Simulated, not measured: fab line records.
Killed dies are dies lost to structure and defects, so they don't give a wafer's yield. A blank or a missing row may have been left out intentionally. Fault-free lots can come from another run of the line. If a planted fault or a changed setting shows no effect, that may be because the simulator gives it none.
fab line records ; flow gf180mcu
record: lots: 14; wafers: 41; last-day: 34
route steps=602 shown DUAL_GATE@144 PSD@261 NSD@262 SAB@265 CONTACT@313
lots untouched by any fault: they come from a run of this same line in which no faults occurred
start-h: start of the lot's first displayed wafer, in hours after the record's first day ; wait-h: hours elapsed since this lot's preceding step ; " repeats the value in the row above ; L1.1+2: a row that stands for several wafers ; - no value, or no start was given ; * or withheld: withheld ; < > ~ a bound
route shown NAME@n: NAME is a module with steps in the file, n the number in the route of the first one ; usual: mean/standard deviation of fault-free wafers ; same: alike in all rows ; chamber/n: place in a boat ; sites: per-site readings ; _std_site: standard deviation of those values ; _edge_site: outer sites' mean less inner sites' ; radius-mm: how far each site lies from the wafer's centre ; mask NAME#n: copy n ; behind: the most recent tool/chamber to have shaped the wafer ; hold: reason for holding the lot/hours on hold/outcome of the hold ; device: transistor that didn't switch, given as n, p or np ; end of line: tests run on the same wafers once the route is complete ; where a step has no rows: the recipe by itself ; killed: the dies lost at the first sort to structure and to defects; this is not the yield of the wafer ; map: per-die view of a wafer (x killed, . not killed, _ where there is no die)
set.NAME: setting as actually run; set.NAME@STEP: the setting as run at that earlier step ; model.NAME: the simulator's own value behind a step, which no gauge read
steps of the route over a sample of lots; a table a step, a row a wafer
== steps ==
step: GF_DUAL_GATE_THK_MEAS_03
recipe: reads: SiO2_of_DUAL_GATE_OXIDATION_02
usual: DUAL_GATE_OXIDATION_00_THK: 10.89/0.18
lot.wafer;tool;chamber;start-h;wait-h;DUAL_GATE_OXIDATION_00_THK[nm]
L330.1;film-metro-01;-;160.88;0.0;10.88
L330.3;film-metro-01;-;160.88;0.0;10.97
L330.6;film-metro-01;-;160.88;0.0;10.93
L331.3;film-metro-03;-;167.81;0.0;11.09
L331.4;film-metro-03;-;167.81;0.0;10.97
L331.6;film-metro-03;-;167.81;0.0;10.98
L332.1;film-metro-02;-;174.53;0.0;11.06
L332.2;film-metro-02;-;174.53;0.0;10.98
L332.4;film-metro-02;-;174.53;0.0;11.10
L333.1;film-metro-02;-;180.33;0.0;10.74
L333.5;film-metro-02;-;180.33;0.0;10.63
L333.6;film-metro-02;-;180.33;0.0;10.68
L335.1;film-metro-01;-;193.96;0.0;11.18
L335.5;film-metro-01;-;193.96;0.0;10.91
L335.6;film-metro-01;-;193.96;0.0;11.07
L336.3;film-metro-03;-;202.38;0.0;10.70
L336.4;film-metro-03;-;202.38;0.0;10.64
L336.5;film-metro-03;-;202.38;0.0;10.76
L337.1;film-metro-02;-;207.96;0.0;10.87
L337.3;film-metro-02;-;207.96;0.0;10.89
L337.5;film-metro-02;-;207.96;0.0;10.81
L341.2;film-metro-02;-;233.40;0.0;10.73
L341.4;film-metro-02;-;233.40;0.0;10.69
L341.5;film-metro-02;-;233.40;0.0;10.85
L342.1;film-metro-02;-;240.71;0.0;10.70
L342.2;film-metro-02;-;240.71;0.0;10.91
L342.5;film-metro-02;-;240.71;0.0;10.64
L343.1;film-metro-03;-;247.96;0.0;10.92
L343.5;film-metro-03;-;247.96;0.0;10.83
L347.1;film-metro-02;-;282.16;0.0;10.86
L347.3;film-metro-02;-;282.16;0.0;10.98
L347.5;film-metro-02;-;282.16;0.0;10.96
L351.1;film-metro-03;-;304.35;0.0;11.06
L351.2;film-metro-03;-;304.35;0.0;11.01
L351.3;film-metro-03;-;304.35;0.0;11.01
L352.3;film-metro-02;-;310.79;0.0;10.88
L352.4;film-metro-02;-;310.79;0.0;10.97
L352.5;film-metro-02;-;310.79;0.0;11.16
L353.2;film-metro-02;-;321.40;0.0;11.12
L353.3;film-metro-02;-;321.40;0.0;11.03
L353.4;film-metro-02;-;321.40;0.0;11.06
step: GF_PSD_RTA_13
recipe: temp-c: 1025; time-s: 20; ambient: N2
usual: lamp-power-pct: 33/3.7; run-length-s: 48.88/0.18; wafer_temp_C_max: 1031.9/1.5
lot.wafer;tool;chamber;start-h;wait-h;lamp-power-pct;run-length-s;wafer_temp_C_max
L330.1;rtp-anneal-02;0;320.24;0.0;31;48.71;1034.7
L330.3;rtp-anneal-02;0;320.24;0.0;31;48.83;1032.4
L330.6;rtp-anneal-02;0;320.24;0.0;31;48.70;1032.1
L331.3;rtp-anneal-01;0;327.93;0.0;38;48.70;1030.4
L331.4;rtp-anneal-01;0;327.93;0.0;38;49.05;1031.7
L331.6;rtp-anneal-01;0;327.93;0.0;38;48.89;1030.7
L332.1;rtp-anneal-01;0;335.49;0.0;38;49.15;1031.5
L332.2;rtp-anneal-01;0;335.49;0.0;38;48.76;1030.4
L332.4;rtp-anneal-01;0;335.49;0.0;38;48.87;1030.6
L333.1;rtp-anneal-02;0;341.49;0.0;31;48.70;1031.3
L333.5;rtp-anneal-02;0;341.49;0.0;31;48.91;1033.2
L333.6;rtp-anneal-02;0;341.49;0.0;31;48.78;1030.5
L335.1;rtp-anneal-02;0;357.62;0.0;31;48.64;1031.9
L335.5;rtp-anneal-02;0;357.62;0.0;31;48.73;1031.2
L335.6;rtp-anneal-02;0;357.62;0.0;31;48.73;1032.3
L336.3;rtp-anneal-02;0;369.98;0.0;31;48.64;1032.3
L336.4;rtp-anneal-02;0;369.98;0.0;31;48.67;1031.3
L336.5;rtp-anneal-02;0;369.98;0.0;31;48.89;1034.6
L337.1;rtp-anneal-01;0;378.39;0.0;38;48.79;1029.9
L337.3;rtp-anneal-01;0;378.39;0.0;38;48.99;1030.0
L337.5;rtp-anneal-01;0;378.39;0.0;38;49.03;1029.9
L341.2;rtp-anneal-02;0;407.36;0.0;31;58.46;1032.6
L341.4;rtp-anneal-02;0;407.36;0.0;31;49.31;1035.9
L341.5;rtp-anneal-02;0;407.36;0.0;31;48.73;1035.2
L342.1;rtp-anneal-02;0;418.50;0.0;31;58.30;1032.1
L342.2;rtp-anneal-02;0;418.50;0.0;31;58.60;1031.4
L342.5;rtp-anneal-02;0;418.50;0.0;31;48.77;1032.8
L343.1;rtp-anneal-02;0;424.24;0.0;31;58.41;1032.9
L343.5;rtp-anneal-02;0;424.24;0.0;31;48.88;1032.7
L347.1;rtp-anneal-01;0;476.23;0.0;38;48.71;1030.6
L347.3;rtp-anneal-01;0;476.23;0.0;38;49.07;1031.6
L347.5;rtp-anneal-01;0;476.23;0.0;38;48.70;1032.9
L351.1;rtp-anneal-02;0;505.27;0.0;31;48.77;1030.8
L351.2;rtp-anneal-02;0;505.27;0.0;31;48.89;1033.2
L351.3;rtp-anneal-02;0;505.27;0.0;31;48.76;1032.9
L352.3;rtp-anneal-02;0;506.86;0.0;31;48.77;1031.9
L352.4;rtp-anneal-02;0;506.86;0.0;31;48.66;1033.5
L352.5;rtp-anneal-02;0;506.86;0.0;31;48.79;1033.1
L353.2;rtp-anneal-01;0;520.81;0.0;38;48.72;1029.3
L353.3;rtp-anneal-01;0;520.81;0.0;38;48.98;1030.1
L353.4;rtp-anneal-01;0;520.81;0.0;38;49.03;1029.4
step: GF_PSD_RS_MEAS_14
recipe: thk-meas-gauge: four-point-probe
usual: NSD_RS: 46.17/0.11
lot.wafer;tool;chamber;start-h;wait-h;NSD_RS[ohm/sq]
L330.1;film-metro-03;-;320.32;0.1;45.97
L330.3;film-metro-03;-;320.32;0.1;45.94
L330.6;film-metro-03;-;320.32;0.1;46.01
L331.3;film-metro-03;-;328.02;0.1;46.13
L331.4;film-metro-03;-;328.02;0.1;46.13
L331.6;film-metro-03;-;328.02;0.1;46.12
L332.1;film-metro-04;-;335.57;0.1;46.13
L332.2;film-metro-04;-;335.57;0.1;46.21
L332.4;film-metro-04;-;335.57;0.1;46.28
L333.1;film-metro-02;-;341.57;0.1;46.20
L333.5;film-metro-02;-;341.57;0.1;46.09
L333.6;film-metro-02;-;341.57;0.1;46.33
L335.1;film-metro-02;-;357.70;0.1;46.18
L335.5;film-metro-02;-;357.70;0.1;46.18
L335.6;film-metro-02;-;357.70;0.1;46.20
L336.3;film-metro-03;-;370.07;0.1;46.15
L336.4;film-metro-03;-;370.07;0.1;46.11
L336.5;film-metro-03;-;370.07;0.1;46.18
L337.1;film-metro-03;-;378.47;0.1;46.07
L337.3;film-metro-03;-;378.47;0.1;46.18
L337.5;film-metro-03;-;378.47;0.1;46.20
L341.2;film-metro-04;-;407.45;0.1;44.40
L341.4;film-metro-04;-;407.45;0.1;46.24
L341.5;film-metro-04;-;407.45;0.1;46.40
L342.1;film-metro-04;-;418.58;0.1;44.29
L342.2;film-metro-04;-;418.58;0.1;44.30
L342.5;film-metro-04;-;418.58;0.1;46.26
L343.1;film-metro-04;-;424.32;0.1;44.31
L343.5;film-metro-04;-;424.32;0.1;46.23
L347.1;film-metro-02;-;476.32;0.1;46.01
L347.3;film-metro-02;-;476.32;0.1;46.00
L347.5;film-metro-02;-;476.32;0.1;45.99
L351.1;film-metro-04;-;505.35;0.1;46.23
L351.2;film-metro-04;-;505.35;0.1;46.27
L351.3;film-metro-04;-;505.35;0.1;46.23
L352.3;film-metro-04;-;506.96;0.1;46.28
L352.4;film-metro-04;-;506.96;0.1;46.31
L352.5;film-metro-04;-;506.96;0.1;46.30
L353.2;film-metro-03;-;520.90;0.1;46.20
L353.3;film-metro-03;-;520.90;0.1;46.22
L353.4;film-metro-03;-;520.90;0.1;46.19
step: GF_PSD_RS_MEAS_15
recipe: thk-meas-gauge: four-point-probe
usual: PSD_RS: 108.65/0.3
lot.wafer;tool;chamber;start-h;wait-h;PSD_RS[ohm/sq]
L330.1;film-metro-03;-;320.44;0.1;108.40
L330.3;film-metro-03;-;320.44;0.1;108.03
L330.6;film-metro-03;-;320.44;0.1;108.05
L331.3;film-metro-03;-;328.14;0.1;108.83
L331.4;film-metro-03;-;328.14;0.1;108.70
L331.6;film-metro-03;-;328.14;0.1;108.49
L332.1;film-metro-04;-;335.69;0.1;108.28
L332.2;film-metro-04;-;335.69;0.1;108.57
L332.4;film-metro-04;-;335.69;0.1;108.74
L333.1;film-metro-02;-;341.69;0.1;108.86
L333.5;film-metro-02;-;341.69;0.1;108.63
L333.6;film-metro-02;-;341.69;0.1;108.97
L335.1;film-metro-02;-;357.82;0.1;108.64
L335.5;film-metro-02;-;357.82;0.1;108.76
L335.6;film-metro-02;-;357.82;0.1;108.88
L336.3;film-metro-03;-;370.19;0.1;108.59
L336.4;film-metro-03;-;370.19;0.1;108.69
L336.5;film-metro-03;-;370.19;0.1;108.62
L337.1;film-metro-03;-;378.59;0.1;108.17
L337.3;film-metro-03;-;378.59;0.1;108.53
L337.5;film-metro-03;-;378.59;0.1;108.59
L341.2;film-metro-04;-;407.57;0.1;104.28
L341.4;film-metro-04;-;407.57;0.1;108.73
L341.5;film-metro-04;-;407.57;0.1;109.23
L342.1;film-metro-04;-;418.70;0.1;104.81
L342.2;film-metro-04;-;418.70;0.1;104.73
L342.5;film-metro-04;-;418.70;0.1;108.90
L343.1;film-metro-04;-;424.44;0.1;104.67
L343.5;film-metro-04;-;424.44;0.1;108.60
L347.1;film-metro-02;-;476.44;0.1;108.13
L347.3;film-metro-02;-;476.44;0.1;108.29
L347.5;film-metro-02;-;476.44;0.1;108.28
L351.1;film-metro-04;-;505.47;0.1;108.89
L351.2;film-metro-04;-;505.47;0.1;108.83
L351.3;film-metro-04;-;505.47;0.1;108.57
L352.3;film-metro-04;-;507.08;0.1;108.96
L352.4;film-metro-04;-;507.08;0.1;109.02
L352.5;film-metro-04;-;507.08;0.1;108.88
L353.2;film-metro-03;-;521.02;0.1;108.97
L353.3;film-metro-03;-;521.02;0.1;108.62
L353.4;film-metro-03;-;521.02;0.1;108.86
step: GF_SAB_THK_MEAS_01
recipe: reads: SiO2_of_SAB_CVD_00
usual: SAB_CVD_00_THK: 50.0/0.75
lot.wafer;tool;chamber;start-h;wait-h;SAB_CVD_00_THK[nm]
L330.1;film-metro-01;-;320.58;0.0;50.1
L330.3;film-metro-01;-;320.58;0.0;50.3
L330.6;film-metro-01;-;320.58;0.0;50.3
L331.3;film-metro-02;-;328.26;0.0;49.8
L331.4;film-metro-02;-;328.26;0.0;51.7
L331.6;film-metro-02;-;328.26;0.0;50.9
L332.1;film-metro-02;-;335.83;0.0;48.6
L332.2;film-metro-02;-;335.83;0.0;49.4
L332.4;film-metro-02;-;335.83;0.0;50.1
L333.1;film-metro-01;-;341.83;0.0;50.4
L333.5;film-metro-01;-;341.83;0.0;51.4
L333.6;film-metro-01;-;341.83;0.0;50.8
L335.1;film-metro-01;-;357.96;0.0;48.9
L335.5;film-metro-01;-;357.96;0.0;49.7
L335.6;film-metro-01;-;357.96;0.0;50.4
L336.3;film-metro-03;-;370.31;0.0;49.4
L336.4;film-metro-03;-;370.31;0.0;50.1
L336.5;film-metro-03;-;370.31;0.0;51.1
L337.1;film-metro-02;-;378.73;0.0;49.9
L337.3;film-metro-02;-;378.73;0.0;49.9
L337.5;film-metro-02;-;378.73;0.0;50.2
L341.2;film-metro-02;-;407.70;0.0;49.6
L341.4;film-metro-02;-;407.70;0.0;49.7
L341.5;film-metro-02;-;407.70;0.0;50.1
L342.1;film-metro-03;-;418.84;0.0;49.4
L342.2;film-metro-03;-;418.84;0.0;49.1
L342.5;film-metro-03;-;418.84;0.0;50.9
L343.1;film-metro-02;-;424.58;0.0;50.5
L343.5;film-metro-02;-;424.58;0.0;51.5
L347.1;film-metro-01;-;476.58;0.0;49.0
L347.3;film-metro-01;-;476.58;0.0;49.7
L347.5;film-metro-01;-;476.58;0.0;50.8
L351.1;film-metro-02;-;505.61;0.0;49.6
L351.2;film-metro-02;-;505.61;0.0;49.6
L351.3;film-metro-02;-;505.61;0.0;50.5
L352.3;film-metro-03;-;507.20;0.0;48.5
L352.4;film-metro-03;-;507.20;0.0;50.0
L352.5;film-metro-03;-;507.20;0.0;49.1
L353.2;film-metro-02;-;521.15;0.0;49.7
L353.3;film-metro-02;-;521.15;0.0;50.2
L353.4;film-metro-02;-;521.15;0.0;49.6
step: GF_CONTACT_THK_MEAS_26
recipe: thk-meas-gauge: xrf; reads: W_of_CONTACT_CVD_24
usual: CONTACT_W_THK: 298/5.1
lot.wafer;tool;chamber;start-h;wait-h;CONTACT_W_THK[nm]
L330.1;film-metro-04;-;364.73;0.1;308
L330.3;film-metro-04;-;364.73;0.1;305
L330.6;film-metro-04;-;364.73;0.1;310
L331.3;film-metro-01;-;372.21;0.1;301
L331.4;film-metro-01;-;372.21;0.1;306
L331.6;film-metro-01;-;372.21;0.1;305
L332.1;film-metro-04;-;381.71;0.1;295
L332.2;film-metro-04;-;381.71;0.1;303
L332.4;film-metro-04;-;381.71;0.1;300
L333.1;film-metro-04;-;387.32;0.1;308
L333.5;film-metro-04;-;387.32;0.1;300
L333.6;film-metro-04;-;387.32;0.1;301
L335.1;film-metro-03;-;404.35;0.1;284
L335.5;film-metro-03;-;404.35;0.1;291
L335.6;film-metro-03;-;404.35;0.1;289
L336.3;film-metro-03;-;416.61;0.1;288
L336.4;film-metro-03;-;416.61;0.1;293
L336.5;film-metro-03;-;416.61;0.1;284
L337.1;film-metro-04;-;426.58;0.1;303
L337.3;film-metro-04;-;426.58;0.1;304
L337.5;film-metro-04;-;426.58;0.1;296
L341.2;film-metro-01;-;458.97;0.1;303
L341.4;film-metro-01;-;458.97;0.1;307
L341.5;film-metro-01;-;458.97;0.1;301
L342.1;film-metro-04;-;470.30;0.1;298
L342.2;film-metro-04;-;470.30;0.1;299
L342.5;film-metro-04;-;470.30;0.1;298
L343.1;film-metro-04;-;476.58;0.1;300
L343.5;film-metro-04;-;476.58;0.1;299
L347.1;film-metro-03;-;526.03;0.1;295
L347.3;film-metro-03;-;526.03;0.1;294
L347.5;film-metro-03;-;526.03;0.1;294
L351.1;film-metro-04;-;553.53;0.1;300
L351.2;film-metro-04;-;553.53;0.1;296
L351.3;film-metro-04;-;553.53;0.1;296
L352.3;film-metro-03;-;554.95;0.1;290
L352.4;film-metro-03;-;554.95;0.1;286
L352.5;film-metro-03;-;554.95;0.1;289
L353.2;film-metro-01;-;567.70;0.1;300
L353.3;film-metro-01;-;567.70;0.1;309
L353.4;film-metro-01;-;567.70;0.1;304
== key ==
first-sign: step: GF_PSD_RTA_13; reading: run-length-s; direction: up; sigmas: 53; usual: *; struck: *
effect: step: GF_PSD_RS_MEAS_14; reading: NSD_RS; direction: down; sigmas: 17; usual: 46.17; struck: 44.32
effect: step: GF_PSD_RS_MEAS_15; reading: PSD_RS; direction: down; sigmas: 14; usual: 108.65; struck: 104.62
met-at GF_PSD_RTA_13
struck-lots L341,L342,L343
struck-wafers L341.2,L342.1,L342.2,L343.1
tester-left-out L341,L342,L343
not-acting-at GF_DUAL_GATE_THK_MEAS_03,GF_SAB_THK_MEAS_01,GF_CONTACT_THK_MEAS_26
onset-between 369.98 407.36
fault: kind: process-parameter-drift; tool: rtp-anneal-02; chamber: -; onset-h: 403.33; steps: GF_PSD_RTA_13; channel: time-s; offset: *; shape: step; end-h: 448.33; scope: struck-wafers-only; acts-in: *; stated: *
tester-left-out: of these lots the tester's yield and bins aren't shown, on N5 and GAA mostly nor the transistor test; their killed dies are dies lost to structure and defects alone, not to doping, threshold or leakage, so they don't give the yield
